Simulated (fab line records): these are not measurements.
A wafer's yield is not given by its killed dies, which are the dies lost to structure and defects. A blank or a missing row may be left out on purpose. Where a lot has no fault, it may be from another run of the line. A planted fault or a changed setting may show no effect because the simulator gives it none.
Which tool was responsible? ; flow sky130 ; 13 lots, 39 wafers sampled, at 4 steps of a route of 708

== WHAT EACH GAUGE READ, for each wafer ==
SKY_CAPM_OVL_MEAS_12. Usual: for CAPM_OVL the level is -0.7 nm and the standard deviation is 1.4.
lot;measured;on;CAPM_OVL (nm);flag
L464;day 37 23:37;overlay-01;0.7 0.1 0.9;
L466;day 38 16:43;overlay-01;-0.4 -1.2 0.3;
L467;day 39 06:57;overlay-01;-1.4 -1.8 0.2;
L469;day 39 21:56;overlay-01;-2.9 -2.7 -2.6;
L470;day 39 21:16;overlay-02;-0.1 -1.0 -0.3;
L471;day 40 07:10;overlay-01;-1.2 -1.7 -0.6;
L472;day 40 10:41;overlay-02;1.7 -0.9 0.0;
L473;day 41 02:25;overlay-01;-0.6 -1.0 1.0;
L474;day 41 04:16;overlay-02;-2.9 -3.9 -2.2;
L475;day 41 12:01;overlay-01;-1.6 -0.9 -0.6;
L484;day 43 21:53;overlay-02;1.2 0.9 -0.4;
L485;day 44 00:07;overlay-01;-2.1 -1.1 -2.5;
L486;day 44 05:14;overlay-02;-1.0 -0.2 -1.0;

== TOOL THAT RAN EACH LOT (tool first, then ch and the chambers of the sampled wafers, then the start) ==
lot;SKY_METAL2_SPUTTER_03;SKY_VIA2_CMP_24;SKY_CAPM_SPUTTER_02
L464;pvd_sputter-01, day 34 14:40;cmp-01 ch 0,1,3, day 36 21:14;pvd_sputter-04, day 36 21:44
L466;pvd_sputter-02, day 35 06:59;cmp-01 ch 0,3, day 37 14:32;pvd_sputter-03, day 37 15:04
L467;pvd_sputter-04, day 35 21:44;cmp-02 ch 0,1, day 38 04:56;pvd_sputter-01, day 38 05:25
L469;pvd_sputter-02, day 36 13:54;cmp-02 ch 0,1, day 38 21:05;pvd_sputter-01, day 38 21:34
L470;pvd_sputter-04, day 36 14:12;cmp-02 ch 0,2, day 38 20:32;pvd_sputter-03, day 38 21:04
L471;pvd_sputter-02, day 37 00:05;cmp-01 ch 1,3, day 39 05:36;pvd_sputter-01, day 39 06:05
L472;pvd_sputter-04, day 37 05:04;cmp-02 ch 1,2,3, day 39 09:50;pvd_sputter-01, day 39 10:13
L473;pvd_sputter-04, day 37 20:26;cmp-02 ch 0,1,2, day 40 00:45;pvd_sputter-03, day 40 01:17
L474;pvd_sputter-01, day 37 22:05;cmp-02 ch 0,2,3, day 40 03:23;pvd_sputter-04, day 40 03:49
L475;pvd_sputter-02, day 38 05:56;cmp-01 ch 0,1, day 40 10:39;pvd_sputter-04, day 40 11:11
L484;pvd_sputter-04, day 40 18:08;cmp-01 ch 0,3, day 42 21:32;pvd_sputter-04, day 42 22:04
L485;pvd_sputter-04, day 40 20:38;cmp-01 ch 0,1,2, day 43 00:17;pvd_sputter-04, day 43 00:49
L486;pvd_sputter-02, day 41 02:34;cmp-02 ch 0,2,3, day 43 05:08;pvd_sputter-04, day 43 05:34
- SKY_METAL2_SPUTTER_03: material Ti, target thk 5 nm, time 3.3 s.
- SKY_VIA2_CMP_24: polishes, stops on SiO2, t overpolish 20 s, target thk 0 nm.
- SKY_CAPM_SPUTTER_02: material TiN, target thk 200 nm, time 166.7 s.

== AS READ BY THE TOOLS THEMSELVES (means over the sampled wafers that have a number; for cases with no such wafer, the mark the record gives instead) ==
SKY_METAL2_SPUTTER_03. Usual: 29.6 % for throttle_valve_pct, sd 0.81.
lot;tool;throttle_valve_pct (%);flag
L464;pvd_sputter-01;30.0;
L466;pvd_sputter-02;29.6;
L467;pvd_sputter-04;29.7;
L469;pvd_sputter-02;29.1;
L470;pvd_sputter-04;30.5;
L471;pvd_sputter-02;29.1;
L472;pvd_sputter-04;29.8;
L473;pvd_sputter-04;30.3;
L474;pvd_sputter-01;29.4;
L475;pvd_sputter-02;29.3;
L484;pvd_sputter-04;29.8;
L485;pvd_sputter-04;30.4;
L486;pvd_sputter-02;29.5;

SKY_VIA2_CMP_24. Usual: motor_current_A 10.4 A, standard deviation 1.2; overpolish_run_s 20.001 s, standard deviation 0.0094; time_to_endpoint_s 103 s, standard deviation 5.3.
lot;tool;motor_current_A (A);overpolish_run_s (s);time_to_endpoint_s (s);flag
L464;cmp-01;10.6;20.000;100;
L466;cmp-01;10.2;20.002;96;
L467;cmp-02;11.6;20.000;101;
L469;cmp-02;11.7;19.995;109;
L470;cmp-02;10.7;19.996;100;
L471;cmp-01;10.2;20.004;94;
L472;cmp-02;10.1;20.002;102;
L473;cmp-02;11.2;22.435;101;OFF
L474;cmp-02;10.0;22.432;103;OFF
L475;cmp-01;9.9;20.000;98;
L484;cmp-01;10.0;20.002;97;
L485;cmp-01;10.4;20.009;101;
L486;cmp-02;9.8;20.005;107;

SKY_CAPM_SPUTTER_02. Usual: 29.9 % for throttle_valve_pct, sd 1.1.
lot;tool;throttle_valve_pct (%);flag
L464;pvd_sputter-04;31.0;
L466;pvd_sputter-03;29.9;
L467;pvd_sputter-01;29.9;
L469;pvd_sputter-01;28.4;
L470;pvd_sputter-03;28.8;
L471;pvd_sputter-01;29.2;
L472;pvd_sputter-01;30.5;
L473;pvd_sputter-03;30.0;
L474;pvd_sputter-04;30.5;
L475;pvd_sputter-04;30.5;
L484;pvd_sputter-04;30.4;
L485;pvd_sputter-04;30.3;
L486;pvd_sputter-04;29.7;

== THE ANSWER, worked out from the rows above alone ==
Rule: take the mean of a lot's wafers that have a number; if it is more than 3 standard deviations from the usual mean, the lot is off. Also off: a lot with no number at a reading for which 4 or more lots have one. Any other lot the step has rows for is counted as sound. After the gauges, taken in route order, come the tools' own readings; for these a lot's mean is taken, as printed above. At the first step where some lot is off, the reading lying furthest off is the one used; lots without a number count as furthest.
Off at SKY_VIA2_CMP_24 (overpolish_run_s): L473, L474.
A tool fits if, at that step or a process step before it, it ran every lot that is off, and no sound lot after the first of them. Of those tried, none fits.

== WHAT WAS PUT IN BY THE SIMULATOR ==
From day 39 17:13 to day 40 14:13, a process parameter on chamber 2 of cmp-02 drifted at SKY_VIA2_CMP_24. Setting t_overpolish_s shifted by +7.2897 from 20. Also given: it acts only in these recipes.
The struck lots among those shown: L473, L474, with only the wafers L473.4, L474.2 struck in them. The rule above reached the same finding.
